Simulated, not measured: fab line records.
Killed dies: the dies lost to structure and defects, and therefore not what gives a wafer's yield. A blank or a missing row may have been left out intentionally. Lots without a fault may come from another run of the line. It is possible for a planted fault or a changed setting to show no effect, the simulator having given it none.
Comparing a struck lot with a sound one | flow sky130 | 32 out of 708 route steps
Sound: wafers L428.1, L428.2, L428.4. Wafers struck: L436.3, L436.5, L436.6. Last of all comes the cause.
Per side, at each step with rows, come the tool, then ch with its chambers, and then its first start. Under that, the readings that differ: sound wafers | struck wafers | difference of the means | sigmas: that difference in standard deviations of wafers without a fault.
alike: words and numbers the same on both sides, and readings whose means are apart by under 2 such deviations; not compared: readings that were withheld, readings missing a value for some wafer, numbers with overlapping values and no deviation given by the record, and bounds like >300 which may hide the same value.
The two part at a step that has a row with sigmas, a row that says differs or no value, or rows on one side only. Non-overlapping numbers with no deviation appear without sigmas and do not part them. A reading that every wafer of one side lacks parts them only if that side has two wafers or more.

SKY_PWDE_OVL_MEAS_07:
  sound on overlay-02, day 4 03:41; struck on overlay-01, day 5 20:09
  alike: PWDE_OVL
then, 1 step without rows for these wafers: SKY_PWDE_IMPLANT_08.
SKY_PWDE_STRIP_09: strips in O2/N2.
  sound on plasmaAsher-04 ch 0,1, day 4 03:53; struck on plasmaAsher-01 ch 0,1, day 5 20:22
reading                  | sound             | struck            | difference | sigmas
stripTimeToEndpointS (s) | 36.83 36.88 36.87 | 37.01 37.11 37.11 | +0.22      | +2
  alike: drypumpMotorCurrentA, oesProductAu
  not compared: rfHoursCounterH
SKY_PWDE_TW_MEAS_10:
  sound on filmMetro-01, day 4 03:59; struck on filmMetro-01, day 5 20:27
  alike: PWDE_TW
then, 7 steps without rows for these wafers: SKY_NWELL_DEHYDRATE_03 (time 60 s); SKY_NWELL_HMDS_04 (prime time 60 s); SKY_NWELL_COAT_05 (resist thk 3000 nm); SKY_NWELL_SOFTBAKE_06; SKY_NWELL_EXPOSE_07 (exposes mask NWM, target cd 840 nm); SKY_NWELL_PEB_08; SKY_NWELL_DEVELOP_09 (develop time 60 s).
SKY_NWELL_OVL_MEAS_10:
  sound on overlay-01, day 4 20:34; struck on overlay-01, day 6 14:07
  alike: NWELL_00_OVL
SKY_NWELL_IMPLANT_11:
  sound on implanter-03 ch 0, day 4 20:35; struck on implanter-04 ch 0, day 6 14:11
reading                  | sound                | struck               | difference | sigmas
beamEnergyKeV            | 400.12 400.09 400.34 | 379.74 379.58 379.60 | -20.54     | -99 or more
model.implant.rpNm (nm)  | 501.9 501.9 501.9    | 479.7 479.7 479.7    | -22.2      | 
model.implant.drpNm (nm) | 116.9 116.9 116.9    | 113.6 113.6 113.6    | -3.3       | 
  alike: endStationPressureTorr
then, 2 steps without rows for these wafers: SKY_NWELL_IMPLANT_12; SKY_NWELL_IMPLANT_13.
SKY_NWELL_STRIP_14: strips in O2/N2.
  sound on plasmaAsher-03 ch 0,1, day 4 21:02; struck on plasmaAsher-03 ch 0,1, day 6 14:37
  alike: drypumpMotorCurrentA, oesProductAu, stripTimeToEndpointS
  not compared: rfHoursCounterH
SKY_NWELL_TW_MEAS_15:
  sound on filmMetro-01, day 4 21:08; struck on filmMetro-01, day 6 14:43
reading  | sound          | struck         | difference | sigmas
NWELL_TW | 1817 1815 1812 | 1791 1791 1798 | -21        | -2
then, 7 steps without rows for these wafers: SKY_NWELL_DEHYDRATE_16 (time 60 s); SKY_NWELL_HMDS_17 (prime time 60 s); SKY_NWELL_COAT_18 (resist thk 3000 nm); SKY_NWELL_SOFTBAKE_19; SKY_NWELL_EXPOSE_20 (exposes mask NWM COMPLEMENT, target cd 840 nm); SKY_NWELL_PEB_21; SKY_NWELL_DEVELOP_22 (develop time 60 s).
SKY_NWELL_OVL_MEAS_23:
  sound on overlay-01, day 5 14:28; struck on overlay-01, day 7 10:03
  alike: NWELL_01_OVL
then, 1 step without rows for these wafers: SKY_NWELL_IMPLANT_24.
SKY_NWELL_STRIP_25: strips in O2/N2.
  sound on plasmaAsher-02 ch 0,1, day 5 14:38; struck on plasmaAsher-03 ch 0,1, day 7 10:16
reading                  | sound             | struck            | difference | sigmas
stripTimeToEndpointS (s) | 36.78 36.79 36.89 | 37.02 37.07 37.09 | +0.24      | +2
  alike: drypumpMotorCurrentA, oesProductAu
  not compared: rfHoursCounterH
SKY_NWELL_TW_MEAS_26:
  sound on filmMetro-03, day 5 14:44; struck on filmMetro-02, day 7 10:21
  alike: NWELL_2_TW
then, 1 step without rows for these wafers: SKY_NWELL_CLEAN_27 (cleans in SC1/SC2, time 150 s).
SKY_NWELL_RTA_28: time 30 s.
  sound on rtpAnneal-01 ch 0, day 5 14:51; struck on rtpAnneal-02 ch 0, day 7 10:28
  alike: lampPowerPct, wafer_temp_C_max
SKY_NWELL_RS_MEAS_29: measurement is done with a four-point probe.
  sound on filmMetro-03, day 5 14:57; struck on filmMetro-01, day 7 10:35
reading           | sound             | struck            | difference | sigmas
NWELL_RS (ohm/sq) | 624.5 623.0 622.6 | 636.6 635.1 635.4 | +12.3      | +7
-- the record jumps here: 40 days lie between the struck wafers' starts before and after (it left off in module NWELL and takes up again in module PAD_OPEN, whose first step shown is number 708 of the route) --
SKY_PAD_OPEN_PROBE_99:
  sound on prober-02, day 45 22:58; struck on prober-01, day 47 20:58
reading                                | sound                | struck               | difference | sigmas
model.etest.resNwell.lineOhmUm         | 1091 1101 1105       | 1223 1224 1205       | +118       | 
model.etest.resNwell.rsOhmSq           | 927.5 917.3 937      | 1022 1035 1030       | +102       | 
model.etest.tip_p_5v.rsOhmSq           | 2863 2856 2849       | 2873 2879 2874       | +19        | 
model.etest.fieldP.vtV (V)             | -40.47 -40.22 -41.57 | -43.07 -43.56 -43.04 | -2.47      | 
model.etest.isoNwellNwell.leakLog10AUm | -13.21 -13.49 -13.45 | -13.84 -13.86 -13.89 | -0.48      | 
model.etest.pfetG5v0d10v5.offLog10AUm  | -12.48 -12.09 -12.39 | -12.73 -12.92 -12.85 | -0.51      | 
model.etest.pfet_01v8_lvt.offLog10AUm  | -8.765 -8.587 -8.653 | -9.005 -9.195 -8.908 | -0.368     | 
  alike: killed_at_M0_to_M3, killed_at_M4_up, killedAtContacts, killedAtFrontEnd, killedAtOther, killedDies, killedOpen, killedShort
  not compared: model.etest.nfet_16v.rOnOhmUm

== WHERE THEY PART ==
Last at SKY_NWELL_RS_MEAS_29 as far as this record goes, first at SKY_PWDE_STRIP_09. Later steps at which nothing parts them and some readings are alike: SKY_PAD_OPEN_PROBE_99.

WHY: what the simulator had put in
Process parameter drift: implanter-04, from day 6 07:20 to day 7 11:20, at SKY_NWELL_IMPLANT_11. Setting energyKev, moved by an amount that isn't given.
